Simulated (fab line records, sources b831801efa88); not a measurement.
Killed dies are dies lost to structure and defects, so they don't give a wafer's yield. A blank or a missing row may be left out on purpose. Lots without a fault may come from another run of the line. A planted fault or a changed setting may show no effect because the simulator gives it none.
fab line records | flow gf180mcu
record lots=5 wafers=15 last_day=33
route steps=602 shown M1@328 V1@335 M2@362
lots that met no fault: from a run of the same line without faults
start_h: hours from the record's first day to the start of the lot's first wafer shown | wait_h: hours since the lot's step before | " the same as in the row above | L1.1+2: a row that stands for several wafers | - no value, or no start given | * or withheld: withheld | < > ~ a bound
route shown NAME@n: a module of which the file shows steps, and the number in the route of the first | usual: mean/standard deviation of fault-free wafers | same: alike in all rows | chamber/n: place in a boat | sites: the reading at each site | _std_site: their standard deviation | _edge_site: outer sites' mean less inner sites' | radius_mm: how far each site lies from the wafer's centre | mask NAME#n: copy n | behind: the tool/chamber that last shaped the wafer | hold: why the lot was held/for how many hours/how that ended | device: the transistor (n, p or np) that didn't switch | end of line: the same wafers' tests at the end of the route | a step without rows: its recipe alone | killed: dies lost to structure and defects at the first sort, not the wafer's yield | map: a wafer's dies, x killed, . not, _ none there
set.NAME: the setting as run; set.NAME@STEP: as run at that earlier step | model.NAME: the simulator's own value behind a step, which no gauge read
lots at some steps of the route; a table a step, a row a wafer
services: from which hour (start_h, from the record's first day; less than 0 if before it) a tool's chamber was out of use, for how many hours, and why
## steps
# step GF_M1_DEVELOP_13
# recipe develop_time_s=60 dev_temp_c=21
# columns lot.wafer tool chamber start_h wait_h
L079.1+2+6 litho_track-01 0 423.74 0.2
L081.1+3+6 litho_track-01 0 457.89 0.2
L085.2+3+5 litho_track-03 0 506.05 0.2
L089.1+5+6 litho_track-03 0 527.62 0.2
L092.2+5+6 litho_track-01 0 543.32 0.2
# step GF_M1_CD_MEAS_14
# recipe target_cd_nm=230
# usual cd_nm=230.2/1.1
# columns lot.wafer tool chamber start_h wait_h cd_nm
L079.1 cd_sem-01 - 423.89 0.1 229.3
L079.2 " - " " 230.5
L079.6 " - " " 228.4
L081.1 cd_sem-01 - 458.04 0.1 229.7
L081.3 " - " " 230.3
L081.6 " - " " 229.9
L085.2 cd_sem-02 - 506.19 0.1 229.2
L085.3 " - " " 228.9
L085.5 " - " " 228.3
L089.1 cd_sem-01 - 527.77 0.1 231.4
L089.5 " - " " 228.9
L089.6 " - " " 229.6
L092.2 cd_sem-01 - 543.46 0.1 230.8
L092.5 " - " " 230.9
L092.6 " - " " 230.6
# step GF_M1_OVL_MEAS_15
# usual M1_OVL=4/4.6
# columns lot.wafer tool chamber start_h wait_h M1_OVL[nm]
L079.1 overlay-01 - 424.01 0.1 1
L079.2 " - " " 3
L079.6 " - " " 4
L081.1 overlay-01 - 458.16 0.1 12
L081.3 " - " " 13
L081.6 " - " " 21
L085.2 overlay-02 - 506.30 0.1 -2
L085.3 " - " " 1
L085.5 " - " " 0
L089.1 overlay-02 - 527.89 0.1 12
L089.5 " - " " 7
L089.6 " - " " 1
L092.2 overlay-01 - 543.57 0.1 -1
L092.5 " - " " 1
L092.6 " - " " 5
# step GF_M1_METAL_ETCH_16
# recipe chemistry=Cl2/BCl3 mask_material=KrF target_depth_nm=750.8 stop_on=SiO2 pressure_mtorr=8 icp_w=800 bias_w=140 Cl2_flow_sccm=80 bcl3_flow_sccm=40 time_s=125.1
# usual drypump_motor_current_A=5.5/0.34 he_backside_leak_sccm=3.20/0.2 oes_product_au=0.993/0.0057 throttle_valve_pct=28.227/0.0098
# columns lot.wafer tool chamber start_h wait_h drypump_motor_current_A he_backside_leak_sccm oes_product_au rf_hours_counter_h throttle_valve_pct
L079.1 rie_metal-01 1 424.05 0.0 5.6 3.03 0.988 8 28.240
L079.2 " 0 " " 5.0 3.13 1.002 2 28.228
L079.6 " 1 " " 5.6 3.11 0.990 - 28.235
L081.1 rie_metal-01 0 458.20 0.0 5.0 3.12 0.994 3 28.221
L081.3 " 0 " " 5.0 2.91 0.999 - 28.234
L081.6 " 1 " " 5.6 3.32 1.000 - 28.237
L085.2 rie_metal-01 1 506.33 0.0 5.5 2.98 0.991 11 28.219
L085.3 " 1 " " 5.6 2.92 0.990 - 28.237
L085.5 " 0 " " 5.0 2.94 0.998 - 28.225
L089.1 rie_metal-02 1 527.93 0.0 5.5 3.59 0.998 1 28.221
L089.5 " 1 " " 5.5 3.49 1.001 - 28.219
L089.6 " 1 " " 5.5 3.49 0.993 - 28.216
L092.2 rie_metal-01 1 543.60 0.0 5.6 3.07 0.999 12 28.209
L092.5 " 1 " " 5.6 3.04 0.984 - 28.216
L092.6 " 0 " " 5.0 2.92 0.992 - 28.232
# step GF_M1_STRIP_17
# recipe chemistry=O2/N2 power_w=1400 pressure_mtorr=1500 platen_temp_c=250 o2_flow_sccm=3000 n2_flow_sccm=300 overash_fraction=0.5
# usual drypump_motor_current_A=5.9/0.36 heater_power_w=320/30 oes_product_au=0.530/0.0054 strip_time_to_endpoint_s=7.19/0.058
# columns lot.wafer tool chamber start_h wait_h drypump_motor_current_A heater_power_w oes_product_au rf_hours_counter_h strip_time_to_endpoint_s
L079.1 plasma_asher-02 0 424.18 0.1 5.4 342 0.530 77 7.21
L079.2 " 1 " " 6.3 348 0.534 77 7.13
L079.6 " 0 " " 5.4 340 0.525 - 7.19
L081.1 plasma_asher-03 1 458.33 0.1 6.6 374 0.527 34 7.14
L081.3 " 0 " " 5.6 308 0.526 - 7.15
L081.6 " 1 " " 6.6 390 0.528 - 7.20
L085.2 plasma_asher-04 1 506.46 0.1 6.0 295 0.529 72 7.26
L085.3 " 0 " " 6.0 296 0.532 - 7.23
L085.5 " 1 " " 6.0 297 0.523 - 7.13
L089.1 plasma_asher-02 0 528.19 0.2 5.4 338 0.525 89 7.08
L089.5 " 0 " " 5.3 337 0.517 - 7.10
L089.6 " 1 " " 6.3 343 0.535 - 7.12
L092.2 plasma_asher-04 0 543.73 0.1 6.0 292 0.536 76 7.19
L092.5 " 1 " " 6.0 292 0.524 - 7.17
L092.6 " 0 " " 6.0 291 0.533 - 7.16
# step GF_M1_STRIP_18
# recipe chemistry=post_etch_residue_remover time_s=1200 temp_c=72.5
# columns lot.wafer tool chamber start_h wait_h
L079.1+2+6 wet_bench-02 1 424.28 0.1
L081.1+3+6 wet_bench-01 0 458.43 0.1
L085.2+3+5 wet_bench-03 0 506.56 0.1
L089.1+5+6 wet_bench-03 0 528.29 0.1
L092.2+5+6 wet_bench-02 0 543.83 0.1
# step GF_M1_CLEAN_19
# recipe chemistry=DIW dry=n2_spin
# columns lot.wafer tool chamber start_h wait_h
L079.1+2+6 wet_bench-03 0 424.62 0.0
L081.1+3+6 wet_bench-03 0 458.77 0.0
L085.2+3+5 wet_bench-01 3 506.90 0.0
L089.1+5+6 wet_bench-02 0 528.63 0.0
L092.2+5+6 wet_bench-03 2 544.17 0.0
# step GF_V1_CVD_00
# recipe material=SiO2 target_thk_nm=600 sigma_open_frac=0.3 temp_c=400 time_s=100 sih4_flow_sccm=60 pressure_mtorr=6
# columns lot.wafer tool chamber start_h wait_h
L079.1+2+6 hdpcvd-02 2,1,1 424.80 0.0
L081.1+3+6 hdpcvd-02 1,2,0 458.86 0.0
L085.2+3+5 hdpcvd-02 0,2,1 507.00 0.0
L089.1+5+6 hdpcvd-02 2,1,0 528.72 0.0
L092.2+5+6 hdpcvd-01 1,0,1 544.26 0.0
# step GF_V1_THK_MEAS_01
# recipe reads=SiO2_of_V1_CVD_00
# usual V1_CVD_00_THK=594/5.9
# columns lot.wafer tool chamber start_h wait_h V1_CVD_00_THK[nm]
L079.1 film_metro-03 - 424.88 0.0 604
L079.2 " - " " 591
L079.6 " - " " 591
L081.1 film_metro-02 - 458.93 0.0 589
L081.3 " - " " 601
L081.6 " - " " 598
L085.2 film_metro-04 - 507.08 0.0 577
L085.3 " - " " 585
L085.5 " - " " 580
L089.1 film_metro-03 - 528.79 0.0 592
L089.5 " - " " 592
L089.6 " - " " 585
L092.2 film_metro-02 - 544.34 0.0 585
L092.5 " - " " 596
L092.6 " - " " 591
# step GF_V1_CVD_02
# recipe material=SiO2 target_thk_nm=850 precursor=TEOS temp_c=400 time_s=94.851 rf_w=600
# usual heater_power_w=599/130
# columns lot.wafer tool chamber start_h wait_h heater_power_w
L079.1 pecvd-04 0 424.94 0.1 492
L079.2 " 1 " " 497
L079.6 " 2 " " 659
L081.1 pecvd-04 2 458.99 0.1 644
L081.3 " 0 " " 401
L081.6 " 0 " " 448
L085.2 pecvd-04 2 507.13 0.0 593
L085.3 " 1 " " 426
L085.5 " 1 " " 480
L089.1 pecvd-01 0 528.85 0.1 652
L089.5 " 0 " " 675
L089.6 " 1 " " 438
L092.2 pecvd-01 2 544.39 0.0 701
L092.5 " 2 " " 629
L092.6 " 0 " " 550
# step GF_V1_THK_MEAS_03
# recipe reads=SiO2_of_V1_CVD_02
# usual V1_CVD_02_THK=850/12
# columns lot.wafer tool chamber start_h wait_h V1_CVD_02_THK[nm]
L079.1 film_metro-03 - 425.01 0.0 841
L079.2 " - " " 843
L079.6 " - " " 853
L081.1 film_metro-02 - 459.10 0.1 845
L081.3 " - " " 866
L081.6 " - " " 860
L085.2 film_metro-03 - 507.21 0.0 848
L085.3 " - " " 844
L085.5 " - " " 871
L089.1 film_metro-02 - 528.92 0.0 826
L089.5 " - " " 843
L089.6 " - " " 856
L092.2 film_metro-03 - 544.51 0.1 832
L092.5 " - " " 850
L092.6 " - " " 835
# step GF_V1_CMP_04
# recipe material=SiO2 down_force_psi=4 platen_rpm=60 pad_velocity_m_s=0.94248
# usual motor_current_A=13.0/1.3 platen_rpm=60.00/0.04 time_to_endpoint_s=80/6.1
# columns lot.wafer tool chamber start_h wait_h motor_current_A platen_rpm time_to_endpoint_s
L079.2 cmp-01 3 425.14 0.1 13.1 60.08 81
L079.1 " 0 " " 11.2 60.02 85
L079.6 " 3 " " 12.9 60.06 83
L081.3 cmp-01 1 459.16 0.0 13.7 60.00 83
L081.1 " 0 " " 10.5 60.00 85
L081.6 " 1 " " 13.1 59.96 81
L085.2 cmp-01 2 507.26 0.0 14.5 59.95 81
L085.3 " 1 " " 12.9 60.02 74
L085.5 " 2 " " 14.3 59.98 87
L089.1 cmp-01 3 529.08 0.1 13.8 60.03 73
L089.5 " 1 " " 13.3 59.94 74
L089.6 " 2 " " 14.6 60.07 77
L092.2 cmp-02 0 544.70 0.2 12.5 59.96 71
L092.6 " 0 " " 12.6 59.98 72
L092.5 " 1 " " 11.8 59.94 76
# step GF_V1_BOW_MEAS_05
# recipe mode=bow
# usual V1_BOW=84/7
# columns lot.wafer tool chamber start_h wait_h V1_BOW[um]
L079.1 film_metro-04 - 425.39 0.1 93
L079.2 " - " " 85
L079.6 " - " " 78
L081.1 film_metro-02 - 459.46 0.1 92
L081.3 " - " " 83
L081.6 " - " " 89
L085.2 film_metro-04 - 507.58 0.3 76
L085.3 " - " " 71
L085.5 " - " " 86
L089.1 film_metro-03 - 529.28 0.1 68
L089.5 " - " " 87
L089.6 " - " " 80
L092.2 film_metro-02 - 545.02 0.3 90
L092.5 " - " " 77
L092.6 " - " " 89
# step GF_V1_DEHYDRATE_06
# recipe temp_c=200 time_s=60
# columns lot.wafer tool chamber start_h wait_h
L079.1+2+6 litho_track-02 0 436.99 11.6
L081.1+3+6 litho_track-03 0 470.63 11.1
L085.2+3+5 litho_track-03 0 518.85 11.2
L089.1+5+6 litho_track-03 0 540.17 10.9
L092.2+5+6 litho_track-02 0 555.62 10.6
# step GF_V1_HMDS_07
# recipe prime_time_s=60 prime_temp_c=120
# columns lot.wafer tool chamber start_h wait_h
L079.1+2+6 litho_track-02 0 437.14 0.1
L081.1+3+6 litho_track-03 0 470.78 0.1
L085.2+3+5 litho_track-03 0 519.00 0.1
L089.1+5+6 litho_track-03 0 540.32 0.1
L092.2+5+6 litho_track-02 0 555.77 0.1
# step GF_V1_COAT_08
# recipe resist=BARC temp_c=withheld time_s=withheld spin_rpm=withheld resist_thk_nm=withheld
# columns lot.wafer tool chamber start_h wait_h
L079.1+2+6 litho_track-02 0 437.29 0.1
L081.1+3+6 litho_track-03 0 470.93 0.1
L085.2+3+5 litho_track-03 0 519.15 0.1
L089.1+5+6 litho_track-03 0 540.47 0.1
L092.2+5+6 litho_track-02 0 555.92 0.1
# step GF_V1_COAT_09
# recipe resist=KrF spin_rpm=withheld resist_thk_nm=1000
# columns lot.wafer tool chamber start_h wait_h
L079.1+2+6 litho_track-02 0 - -
L081.1+3+6 litho_track-03 0 - -
L085.2+3+5 litho_track-03 0 - -
L089.1+5+6 litho_track-03 0 - -
L092.2+5+6 litho_track-02 0 - -
# step GF_V1_SOFTBAKE_10
# recipe temp_c=131.2 time_s=60 resist=KrF
# columns lot.wafer tool chamber start_h wait_h
L079.1+2+6 litho_track-02 0 - -
L081.1+3+6 litho_track-03 0 - -
L085.2+3+5 litho_track-03 0 - -
L089.1+5+6 litho_track-03 0 - -
L092.2+5+6 litho_track-02 0 - -
# step GF_V1_EXPOSE_11
# recipe mask_id=Via1 target_cd_nm=260 na=0.68 source_shape=conventional sigma_outer=0.6 dose_mj=38
# same na=0.68
# columns lot.wafer tool chamber start_h wait_h mask
L079.1+2+6 krf_scanner-02 0 - - Via1#0
L081.1+3+6 krf_scanner-01 0 - - Via1#0
L085.2+3+5 krf_scanner-02 0 - - Via1#0
L089.1+5+6 krf_scanner-01 0 - - Via1#0
L092.2+5+6 krf_scanner-01 0 - - Via1#0
# step GF_V1_PEB_12
# recipe peb_temp_c=135 peb_time_s=90 resist=KrF
# columns lot.wafer tool chamber start_h wait_h
L079.1+2+6 litho_track-04 0 - -
L081.1+3+6 litho_track-02 0 - -
L085.2+3+5 litho_track-03 0 - -
L089.1+5+6 litho_track-02 0 - -
L092.2+5+6 litho_track-04 0 - -
# step GF_V1_DEVELOP_13
# recipe develop_time_s=60 resist=KrF dev_temp_c=21
# columns lot.wafer tool chamber start_h wait_h
L079.1+2+6 litho_track-04 0 448.87 0.2
L081.1+3+6 litho_track-02 0 483.34 0.2
L085.2+3+5 litho_track-03 0 530.35 0.2
L089.1+5+6 litho_track-02 0 551.94 0.2
L092.2+5+6 litho_track-04 0 567.35 0.2
# step GF_V1_CD_MEAS_14
# recipe target_cd_nm=260
# usual cd_nm=260.0/1.3
# columns lot.wafer tool chamber start_h wait_h cd_nm
L079.1 cd_sem-01 - 449.02 0.1 260.9
L079.2 " - " " 260.4
L079.6 " - " " 259.7
L081.1 cd_sem-01 - 483.49 0.1 260.0
L081.3 " - " " 258.9
L081.6 " - " " 260.2
L085.2 cd_sem-02 - 530.49 0.1 259.7
L085.3 " - " " 259.4
L085.5 " - " " 259.6
L089.1 cd_sem-01 - 552.09 0.1 259.7
L089.5 " - " " 259.5
L089.6 " - " " 260.0
L092.2 cd_sem-02 - 567.49 0.1 260.3
L092.5 " - " " 261.2
L092.6 " - " " 260.6
# step GF_V1_OVL_MEAS_15
# usual V1_OVL=3/5.6
# columns lot.wafer tool chamber start_h wait_h V1_OVL[nm]
L079.1 overlay-01 - 449.14 0.1 -5
L079.2 " - " " -2
L079.6 " - " " -2
L081.1 overlay-02 - 483.61 0.1 -1
L081.3 " - " " 0
L081.6 " - " " -10
L085.2 overlay-01 - 530.60 0.1 15
L085.3 " - " " 11
L085.5 " - " " 10
L089.1 overlay-02 - 552.21 0.1 0
L089.5 " - " " 2
L089.6 " - " " 0
L092.2 overlay-01 - 567.60 0.1 9
L092.5 " - " " -5
L092.6 " - " " 10
# step GF_V1_ETCH_16
# recipe chemistry=N2/H2 target_depth_a=withheld overetch_a=withheld time_s=withheld target=BARC ion_energy_ev=200 source_w=500 bias_w=100 pressure_mtorr=30 n2_flow_sccm=100 h2_flow_sccm=200
# usual drypump_motor_current_A=5.6/0.47 oes_product_au=0.856/0.0048 throttle_valve_pct=13.225/0.0096
# columns lot.wafer tool chamber start_h wait_h drypump_motor_current_A oes_product_au throttle_valve_pct
L079.1 rie_diel-04 0 449.18 0.0 5.3 0.860 13.226
L079.2 " 3 " " 4.8 0.852 13.222
L079.6 " 2 " " 6.0 0.854 13.235
L081.1 rie_diel-03 1 483.65 0.0 5.1 0.858 13.218
L081.3 " 3 " " 6.3 0.855 13.227
L081.6 " 1 " " 5.1 0.852 13.217
L085.2 rie_diel-04 0 530.63 0.0 5.3 0.858 13.227
L085.3 " 3 " " 4.9 0.852 13.218
L085.5 " 1 " " 6.4 0.861 13.220
L089.1 rie_diel-03 0 552.25 0.0 5.9 0.859 13.216
L089.5 " 2 " " 5.4 0.855 13.200
L089.6 " 1 " " 5.1 0.861 13.233
L092.2 rie_diel-04 0 567.63 0.0 5.2 0.869 13.226
L092.5 " 1 " " 6.4 0.855 13.237
L092.6 " 2 " " 6.0 0.851 13.233
# step GF_V1_ETCH_17
# recipe chemistry=C4F8/O2/Ar mask_material=KrF target=SiO2 stop_on=TiN source_w=1500 bias_w=1166 pressure_mtorr=40 c4f8_flow_sccm=withheld O2_flow_sccm=6 Ar_flow_sccm=300 time_s=withheld target_depth_a=6300
# usual oes_product_au=0.856/0.0042
# columns lot.wafer tool chamber start_h wait_h oes_product_au
L079.1 rie_diel-04 0 - - 0.860
L079.2 " 3 " " 0.855
L079.6 " 2 " " 0.858
L081.1 rie_diel-03 1 - - 0.858
L081.3 " 3 " " 0.858
L081.6 " 1 " " 0.855
L085.2 rie_diel-04 0 - - 0.849
L085.3 " 3 " " 0.852
L085.5 " 1 " " 0.861
L089.1 rie_diel-03 0 - - 0.852
L089.5 " 2 " " 0.853
L089.6 " 1 " " 0.859
L092.2 rie_diel-04 0 - - 0.858
L092.5 " 1 " " 0.846
L092.6 " 2 " " 0.845
# step GF_V1_STRIP_18
# recipe chemistry=O2/N2 power_w=1400 pressure_mtorr=1500 platen_temp_c=250 o2_flow_sccm=3000 n2_flow_sccm=300 overash_fraction=0.5
# usual drypump_motor_current_A=6.1/0.4 heater_power_w=330/31 oes_product_au=0.592/0.0049
# columns lot.wafer tool chamber start_h wait_h drypump_motor_current_A heater_power_w oes_product_au rf_hours_counter_h
L079.1 plasma_asher-01 0 449.31 - 6.6 322 0.587 2
L079.2 " 1 " " 6.3 378 0.597 2
L079.6 " 0 " " 6.7 320 0.599 -
L081.1 plasma_asher-02 0 483.78 - 5.4 343 0.592 84
L081.3 " 0 " " 5.4 343 0.586 -
L081.6 " 1 " " 6.3 343 0.589 -
L085.2 plasma_asher-01 1 530.76 - 6.3 376 0.592 10
L085.3 " 0 " " 6.6 326 0.588 -
L085.5 " 0 " " 6.6 319 0.596 -
L089.1 plasma_asher-01 1 552.38 - 6.3 372 0.590 12
L089.5 " 1 " " 6.3 385 0.595 -
L089.6 " 0 " " 6.6 327 0.590 -
L092.2 plasma_asher-04 0 567.76 - 5.9 295 0.586 77
L092.5 " 1 " " 6.0 294 0.592 -
L092.6 " 0 " " 6.0 288 0.590 -
# step GF_V1_STRIP_19
# recipe chemistry=post_etch_residue_remover time_s=1200 temp_c=72.5
# columns lot.wafer tool chamber start_h wait_h
L079.1+2+6 wet_bench-01 1 449.41 0.1
L081.1+3+6 wet_bench-03 2 483.88 0.1
L085.2+3+5 wet_bench-03 0 530.86 0.1
L089.1+5+6 wet_bench-04 2 552.48 0.1
L092.2+5+6 wet_bench-04 0 567.86 0.1
# step GF_V1_CLEAN_20
# recipe chemistry=DIW dry=n2_spin
# columns lot.wafer tool chamber start_h wait_h
L079.1+2+6 wet_bench-04 0 449.75 0.0
L081.1+3+6 wet_bench-04 1 484.22 0.0
L085.2+3+5 wet_bench-04 0 531.20 0.0
L089.1+5+6 wet_bench-03 1 552.82 0.0
L092.2+5+6 wet_bench-01 1 568.20 0.0
# step GF_V1_SPUTTER_21
# recipe material=Ti target_thk_nm=15 chamber_pressure_pa=5 power_w=2500 substrate_temp_c=200 time_s=80.02
# usual throttle_valve_pct=30.0/0.97
# columns lot.wafer tool chamber start_h wait_h throttle_valve_pct
L079.1 pvd_sputter-01 - 449.85 0.0 29.3
L079.2 " - " " 29.1
L079.6 " - " " 29.4
L081.1 pvd_sputter-02 - 484.31 0.0 28.6
L081.3 " - " " 29.2
L081.6 " - " " 29.4
L085.2 pvd_sputter-04 - 531.31 0.0 28.6
L085.3 " - " " 31.1
L085.5 " - " " 28.6
L089.1 pvd_sputter-04 - 552.92 0.0 31.3
L089.5 " - " " 31.0
L089.6 " - " " 30.8
L092.2 pvd_sputter-04 - 568.30 0.0 28.6
L092.5 " - " " 28.5
L092.6 " - " " 31.0
# step GF_V1_SPUTTER_22
# recipe material=TiN target_thk_nm=10 chamber_pressure_pa=5 power_w=4000 time_s=40
# usual throttle_valve_pct=30.0/0.94
# columns lot.wafer tool chamber start_h wait_h throttle_valve_pct
L079.1 pvd_sputter-01 - 449.91 0.0 29.3
L079.2 " - " " 29.7
L079.6 " - " " 29.8
L081.1 pvd_sputter-02 - 484.37 0.0 28.6
L081.3 " - " " 29.5
L081.6 " - " " 29.3
L085.2 pvd_sputter-04 - 531.37 0.0 28.6
L085.3 " - " " 31.1
L085.5 " - " " 28.9
L089.1 pvd_sputter-04 - 552.98 0.0 30.7
L089.5 " - " " 30.7
L089.6 " - " " 31.3
L092.2 pvd_sputter-04 - 568.36 0.0 28.7
L092.5 " - " " 28.5
L092.6 " - " " 30.9
# step GF_V1_CVD_23
# recipe material=W target_thk_nm=350 time_s=105.05 temp_c=400 pressure_torr=40
# usual chamber_pressure_Torr=40.00/0.1 heater_power_w=810/160
# columns lot.wafer tool chamber start_h wait_h chamber_pressure_Torr heater_power_w
L079.1 cvd_w-02 0 449.95 0.0 39.92 874
L079.2 " 1 " " 40.03 648
L079.6 " 0 " " 40.03 903
L081.1 cvd_w-02 1 484.41 0.0 39.86 648
L081.3 " 1 " " 39.68 633
L081.6 " 0 " " 40.00 907
L085.2 cvd_w-02 1 531.41 0.0 39.89 648
L085.3 " 1 " " 40.02 650
L085.5 " 0 " " 40.00 887
L089.1 cvd_w-02 1 553.02 0.0 40.03 664
L089.5 " 0 " " 40.04 890
L089.6 " 1 " " 40.01 644
L092.2 cvd_w-02 0 568.40 0.0 40.03 877
L092.5 " 1 " " 40.03 637
L092.6 " 0 " " 39.98 908
# step GF_V1_RS_MEAS_24
# recipe thk_meas_gauge=four-point-probe reads=W_of_V1_CVD_23+TiN_of_V1_SPUTTER_22+Ti_of_V1_SPUTTER_21
# usual V1_W_RS=0.325/0.0062
# columns lot.wafer tool chamber start_h wait_h V1_W_RS[ohm/sq]
L079.1 film_metro-04 - 450.06 0.1 0.325
L079.2 " - " " 0.316
L079.6 " - " " 0.327
L081.1 film_metro-02 - 484.52 0.1 0.320
L081.3 " - " " 0.318
L081.6 " - " " 0.329
L085.2 film_metro-03 - 531.54 0.1 0.322
L085.3 " - " " 0.318
L085.5 " - " " 0.333
L089.1 film_metro-02 - 553.13 0.1 0.313
L089.5 " - " " 0.330
L089.6 " - " " 0.317
L092.2 film_metro-02 - 568.53 0.1 0.333
L092.5 " - " " 0.320
L092.6 " - " " 0.334
# step GF_V1_THK_MEAS_25
# recipe thk_meas_gauge=xrf reads=W_of_V1_CVD_23
# usual V1_W_THK=360/7.7
# columns lot.wafer tool chamber start_h wait_h V1_W_THK[nm]
L079.1 film_metro-04 - 450.18 0.1 350
L079.2 " - " " 357
L079.6 " - " " 349
L081.1 film_metro-02 - 484.64 0.1 370
L081.3 " - " " 374
L081.6 " - " " 361
L085.2 film_metro-03 - 531.65 0.1 364
L085.3 " - " " 367
L085.5 " - " " 350
L089.1 film_metro-02 - 553.25 0.1 377
L089.5 " - " " 359
L089.6 " - " " 372
L092.2 film_metro-02 - 568.64 0.1 352
L092.5 " - " " 372
L092.6 " - " " 353
# step GF_V1_CMP_26
# recipe stop_on=SiO2 down_force_psi=3.5 platen_rpm=60 t_overpolish_s=15 target_thk_nm=0 pad_velocity_m_s=0.94248
# usual motor_current_A=12.1/1.2 overpolish_run_s=15.000/0.0082 platen_rpm=60.00/0.034 time_to_endpoint_s=85/5.1
# same t_overpolish_s=15
# columns lot.wafer tool chamber start_h wait_h motor_current_A overpolish_run_s platen_rpm time_to_endpoint_s
L079.2 cmp-02 0 450.24 0.0 11.8 14.999 59.92 86
L079.1 " 3 " " 14.1 15.006 59.98 84
L079.6 " 0 " " 11.4 15.002 59.98 85
L081.3 cmp-01 0 484.75 0.1 9.9 14.996 59.91 94
L081.1 " 2 " " 12.5 15.000 60.00 88
L081.6 " 0 " " 10.6 15.006 59.98 95
L085.3 cmp-02 2 531.70 0.0 11.3 14.997 59.99 91
L085.2 " 1 " " 11.1 15.004 60.05 86
L085.5 " 2 " " 12.0 14.999 60.02 84
L089.1 cmp-02 1 553.41 0.1 10.4 14.992 60.04 87
L089.5 " 3 " " 14.1 14.998 60.10 78
L089.6 " 0 " " 11.6 14.990 59.94 87
L092.2 cmp-01 3 568.74 0.1 12.2 15.007 59.95 86
L092.5 " 2 " " 13.0 15.016 59.96 90
L092.6 " 3 " " 12.2 14.989 59.99 85
# step GF_M2_SPUTTER_00
# recipe material=Ti target_thk_nm=37.5 arriving_ion_energy_ev=80 substrate_temp_c=200 chamber_pressure_pa=2 power_w=4000 time_s=150
# usual throttle_valve_pct=30.0/0.77
# columns lot.wafer tool chamber start_h wait_h throttle_valve_pct
L079.1 pvd_sputter-01 - 450.54 0.1 31.1
L079.2 " - " " 29.5
L079.6 " - " " 29.0
L081.1 pvd_sputter-02 - 485.00 0.1 29.5
L081.3 " - " " 28.6
L081.6 " - " " 29.6
L085.2 pvd_sputter-02 - 532.00 0.1 29.6
L085.3 " - " " 29.4
L085.5 " - " " 29.9
L089.1 pvd_sputter-01 - 553.61 0.1 29.7
L089.5 " - " " 31.2
L089.6 " - " " 29.8
L092.2 pvd_sputter-03 - 568.99 0.2 29.4
L092.5 " - " " 30.2
L092.6 " - " " 31.0
# step GF_M2_SPUTTER_01
# recipe material=TiN target_thk_nm=30 power_w=6500 time_s=25 chamber_pressure_pa=0.4
# usual throttle_valve_pct=30.0/0.77
# columns lot.wafer tool chamber start_h wait_h throttle_valve_pct
L079.1 pvd_sputter-01 - 450.64 0.1 31.4
L079.2 " - " " 29.7
L079.6 " - " " 29.2
L081.1 pvd_sputter-02 - 485.10 0.1 29.8
L081.3 " - " " 28.7
L081.6 " - " " 29.6
L085.2 pvd_sputter-02 - 532.10 0.1 29.6
L085.3 " - " " 29.4
L085.5 " - " " 29.7
L089.1 pvd_sputter-01 - 553.71 0.1 29.5
L089.5 " - " " 31.2
L089.6 " - " " 29.5
L092.2 pvd_sputter-03 - 569.09 0.1 29.5
L092.5 " - " " 30.0
L092.6 " - " " 31.2
# step GF_M2_SPUTTER_02
# recipe material=AlCu target_thk_nm=450 power_w=10600 time_s=23.9 chamber_pressure_pa=0.4
# usual throttle_valve_pct=30.0/0.76
# columns lot.wafer tool chamber start_h wait_h throttle_valve_pct
L079.1 pvd_sputter-01 - 450.67 0.0 31.2
L079.2 " - " " 29.8
L079.6 " - " " 29.1
L081.1 pvd_sputter-02 - 485.13 0.0 29.8
L081.3 " - " " 28.8
L081.6 " - " " 29.5
L085.2 pvd_sputter-02 - 532.13 0.0 29.8
L085.3 " - " " 29.4
L085.5 " - " " 29.4
L089.1 pvd_sputter-01 - 553.74 0.0 29.7
L089.5 " - " " 31.2
L089.6 " - " " 29.6
L092.2 pvd_sputter-03 - 569.12 0.0 29.4
L092.5 " - " " 30.1
L092.6 " - " " 30.9
# step GF_M2_SPUTTER_03
# recipe material=Ti target_thk_nm=10 substrate_temp_c=300 chamber_pressure_pa=0.3 power_w=3000 time_s=6.7
# usual throttle_valve_pct=30.0/0.78
# columns lot.wafer tool chamber start_h wait_h throttle_valve_pct
L079.1 pvd_sputter-01 - 450.70 0.0 31.0
L079.2 " - " " 29.5
L079.6 " - " " 29.0
L081.1 pvd_sputter-02 - 485.16 0.0 29.3
L081.3 " - " " 28.7
L081.6 " - " " 29.5
L085.2 pvd_sputter-02 - 532.16 0.0 30.0
L085.3 " - " " 29.2
L085.5 " - " " 29.2
L089.1 pvd_sputter-01 - 553.77 0.0 29.7
L089.5 " - " " 31.3
L089.6 " - " " 29.7
L092.2 pvd_sputter-03 - 569.15 0.0 29.6
L092.5 " - " " 30.2
L092.6 " - " " 31.1
# step GF_M2_SPUTTER_04
# recipe material=TiN target_thk_nm=50 power_w=6500 time_s=41.7 chamber_pressure_pa=0.4
# usual throttle_valve_pct=30.0/0.74
# columns lot.wafer tool chamber start_h wait_h throttle_valve_pct
L079.1 pvd_sputter-01 - 450.72 0.0 31.2
L079.2 " - " " 29.8
L079.6 " - " " 29.1
L081.1 pvd_sputter-02 - 485.18 0.0 29.4
L081.3 " - " " 29.0
L081.6 " - " " 29.3
L085.2 pvd_sputter-02 - 532.18 0.0 29.6
L085.3 " - " " 29.5
L085.5 " - " " 29.7
L089.1 pvd_sputter-01 - 553.79 0.0 29.5
L089.5 " - " " 31.7
L089.6 " - " " 29.3
L092.2 pvd_sputter-03 - 569.17 0.0 29.5
L092.5 " - " " 29.6
L092.6 " - " " 31.1
## services
# columns tool chamber start_h hours kind
cmp-02 - 404.25 4.0 pm
cmp-02 - 422.86 2.8 repair
pvd_sputter-03 - 429.80 2.0 repair
pvd_sputter-02 - 449.58 3.6 repair
rie_diel-04 3 454.27 7.8 repair
rie_metal-01 1 459.56 6.3 repair
pvd_sputter-03 - 462.55 7.1 repair
pvd_sputter-02 - 465.84 12.9 repair
pvd_sputter-01 - 476.02 20.7 repair
rie_diel-04 - 481.79 2.8 pm
pvd_sputter-03 - 483.07 3.2 repair
rie_diel-04 3 509.08 8.6 repair
pvd_sputter-01 - 511.26 1.5 repair
pvd_sputter-04 - 515.99 0.7 repair
cmp-02 - 516.30 0.8 repair
pvd_sputter-02 - 521.81 5.0 repair
rie_diel-04 0 523.48 5.7 repair
cmp-01 - 534.21 2.7 repair
hdpcvd-02 - 535.59 2.8 pm
cmp-01 - 538.77 2.3 repair
hdpcvd-02 - 539.25 15.0 pm
hdpcvd-02 - 542.50 1.4 repair
cmp-01 - 542.53 2.7 repair
rie_metal-01 0 553.31 1.3 repair
## key
fault none
